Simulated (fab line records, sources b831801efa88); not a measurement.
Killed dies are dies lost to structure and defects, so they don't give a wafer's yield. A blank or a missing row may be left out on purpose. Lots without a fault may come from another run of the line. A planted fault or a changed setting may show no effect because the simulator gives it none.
Which tool did it? | flow sky130 | 14 lots, 42 wafers sampled, at 5 steps of a route of 708

WHAT THE GAUGES READ, wafer by wafer
SKY_LDD_LDN_TW_MEAS_13. Usual: LDD_LDN_TW 1481, standard deviation 7.8.
lot  | measured     | on            | LDD_LDN_TW     | flag
L830 | day 23 08:23 | film_metro-03 | 1490 1481 1485 |
L829 | day 23 10:51 | film_metro-03 | 1487 1493 1484 |
L831 | day 23 15:32 | film_metro-01 | 1470 1471 1469 |
L833 | day 24 00:18 | film_metro-03 | 1481 1483 1486 |
L834 | day 24 13:38 | film_metro-03 | 1490 1492 1479 |
L835 | day 25 02:47 | film_metro-01 | 1350 1344 1352 | OFF
L836 | day 25 16:38 | film_metro-01 | 1350 1347 1345 | OFF
L838 | day 26 20:38 | film_metro-01 | 1471 1486 1480 |
L841 | day 27 11:14 | film_metro-01 | 1482 1482 1475 |
L845 | day 28 16:44 | film_metro-04 | 1487 1483 1486 |
L846 | day 29 00:07 | film_metro-01 | 1463 1477 1476 |
L848 | day 29 19:28 | film_metro-03 | 1494 1484 1488 |
L849 | day 29 21:32 | film_metro-03 | 1482 1489 1485 |
L850 | day 30 00:41 | film_metro-03 | 1478 1487 1495 |

SKY_SPACER_THK_MEAS_01. Usual: SPACER_CVD_00_THK 42.9 nm, standard deviation 0.43.
lot  | measured     | on            | SPACER_CVD_00_THK (nm) | flag
L830 | day 23 10:06 | film_metro-04 | 42.4 42.1 42.4         |
L829 | day 23 12:22 | film_metro-01 | 42.6 42.8 42.8         |
L831 | day 23 18:32 | film_metro-02 | 43.1 42.7 42.6         |
L833 | day 24 02:13 | film_metro-01 | 42.8 43.0 42.8         |
L834 | day 24 16:16 | film_metro-01 | 42.9 42.8 42.7         |
L838 | day 27 00:25 | film_metro-02 | 42.8 42.9 42.5         |
L841 | day 27 12:50 | film_metro-01 | 43.2 43.5 43.2         |
L845 | day 28 19:54 | film_metro-02 | 43.2 43.4 43.1         |
L846 | day 29 02:37 | film_metro-04 | 43.1 42.7 42.7         |
L848 | day 29 20:47 | film_metro-04 | 42.3 42.8 42.9         |
L849 | day 29 23:01 | film_metro-04 | 42.5 42.6 43.0         |
L850 | day 30 01:59 | film_metro-04 | 42.9 43.2 42.9         |

SKY_POLY_CUT_CD_MEAS_08: target cd 270 nm. Usual: cd_nm 270.4 nm, standard deviation 1.3.
lot  | measured     | on        | cd_nm (nm)        | flag
L830 | day 24 16:41 | cd_sem-01 | 267.6 269.4 267.4 |
L829 | day 24 19:25 | cd_sem-01 | 269.9 270.5 272.0 |
L831 | day 25 01:26 | cd_sem-02 | 271.3 272.0 270.4 |
L833 | day 25 08:35 | cd_sem-02 | 269.5 268.4 269.4 |
L834 | day 25 22:02 | cd_sem-02 | 269.9 269.0 270.3 |
L838 | day 28 06:32 | cd_sem-02 | 270.6 270.3 269.9 |
L841 | day 28 18:22 | cd_sem-01 | 270.4 270.6 271.3 |
L845 | day 30 01:00 | cd_sem-02 | 273.4 271.5 272.8 |
L846 | day 30 06:57 | cd_sem-01 | 270.3 270.1 269.6 |
L848 | day 31 00:57 | cd_sem-01 | 269.5 268.4 267.9 |
L849 | day 31 02:40 | cd_sem-01 | 269.3 269.1 268.8 |
L850 | day 31 06:53 | cd_sem-02 | 269.8 270.7 268.7 |

SKY_POLY_CUT_OVL_MEAS_09. Usual: POLY_CUT_OVL -1 nm, standard deviation 4.6.
lot  | measured     | on         | POLY_CUT_OVL (nm) | flag
L830 | day 24 16:48 | overlay-02 | 1 -5 -2           |
L829 | day 24 19:31 | overlay-02 | -3 6 -8           |
L831 | day 25 01:33 | overlay-01 | 3 -4 8            |
L833 | day 25 08:41 | overlay-01 | 0 0 -5            |
L834 | day 25 22:09 | overlay-02 | -2 -3 6           |
L838 | day 28 06:39 | overlay-01 | 4 5 -7            |
L841 | day 28 18:29 | overlay-01 | -6 -7 -4          |
L845 | day 30 01:07 | overlay-01 | 5 3 -3            |
L846 | day 30 07:04 | overlay-02 | 4 3 -2            |
L848 | day 31 01:03 | overlay-01 | -4 1 -2           |
L849 | day 31 02:47 | overlay-02 | 1 -4 4            |
L850 | day 31 06:59 | overlay-02 | -3 -6 -1          |

WHICH TOOL RAN EACH LOT (tool, then ch and the chambers of the sampled wafers, then the start)
lot  | SKY_LDD_LDN_IMPLANT_08
L830 | implanter-03 ch 0, day 23 07:41
L829 | implanter-02 ch 0, day 23 10:11
L831 | implanter-03 ch 0, day 23 14:50
L833 | implanter-02 ch 0, day 23 23:38
L834 | implanter-03 ch 0, day 24 12:56
L835 | implanter-03, day 25 02:05
L836 | implanter-02, day 25 15:56
L838 | implanter-01 ch 0, day 26 19:56
L841 | implanter-01 ch 0, day 27 10:32
L845 | implanter-01 ch 0, day 28 16:02
L846 | implanter-02 ch 0, day 28 23:25
L848 | implanter-02 ch 0, day 29 18:47
L849 | implanter-02 ch 0, day 29 20:51
L850 | implanter-02 ch 0, day 29 23:59
- SKY_LDD_LDN_IMPLANT_08

WHAT THE TOOLS THEMSELVES READ (means of the sampled wafers that have a number; where no wafer has one, the mark that the record gives instead)
SKY_LDD_LDN_IMPLANT_08. Usual: beam_energy_keV 15.000, standard deviation 0.0049; beam_on_s 9.98 s, standard deviation 0.22; end_station_pressure_torr 5.05e-06 Torr, standard deviation 2.8e-07; faraday_current_uA 70.6, standard deviation 1.5.
lot  | tool         | beam_energy_keV | beam_on_s (s) | end_station_pressure_torr (Torr) | faraday_current_uA | flag
L830 | implanter-03 | 15.006          | 10.05         | 5.07e-06                         | 69.9               |
L829 | implanter-02 | 14.997          | 10.04         | 5.10e-06                         | 70.5               |
L831 | implanter-03 | 14.993          | 9.90          | 4.66e-06                         | 71.3               |
L833 | implanter-02 | 14.999          | 10.02         | 5.03e-06                         | 70.1               |
L834 | implanter-03 | 14.997          | 9.96          | 5.37e-06                         | 70.6               |
L835 | implanter-03 | -               | -             | -                                | -                  | OFF
L836 | implanter-02 | -               | -             | -                                | -                  | OFF
L838 | implanter-01 | 15.001          | 10.03         | 5.07e-06                         | 70.1               |
L841 | implanter-01 | 15.002          | 9.92          | 5.16e-06                         | 70.9               |
L845 | implanter-01 | 15.003          | 9.67          | 5.23e-06                         | 72.8               |
L846 | implanter-02 | 14.999          | 10.08         | 5.26e-06                         | 70.2               |
L848 | implanter-02 | 14.999          | 9.93          | 5.27e-06                         | 71.0               |
L849 | implanter-02 | 15.000          | 10.06         | 5.15e-06                         | 70.2               |
L850 | implanter-02 | 15.003          | 9.99          | 5.35e-06                         | 70.5               |

THE ANSWER, worked out from the rows above alone
Rule: a lot is off if the mean of its wafers that have a number lies more than 3 standard deviations from the usual mean. A lot without any number at a reading at which 4 lots or more have one is off too. The other lots that the step has rows for count as sound. The gauges are gone through in route order, then the tools' own readings, and for those a lot's mean is taken as printed above. The first step at which some lot is off is used, and at that step the reading that is off furthest; a lot without a number counts as furthest.
Off: L835, L836, at SKY_LDD_LDN_TW_MEAS_13 (LDD_LDN_TW).
A tool fits if, at a process step before that reading, it ran every lot that is off, and no sound lot after the first of them. The gauges at SKY_LDD_LDN_TW_MEAS_13 aren't tried: what is off there is off at SKY_LDD_LDN_IMPLANT_08 too, on other tools, and a gauge's error can't cause that. None of those tried fits.

WHAT THE SIMULATOR HAD PUT IN
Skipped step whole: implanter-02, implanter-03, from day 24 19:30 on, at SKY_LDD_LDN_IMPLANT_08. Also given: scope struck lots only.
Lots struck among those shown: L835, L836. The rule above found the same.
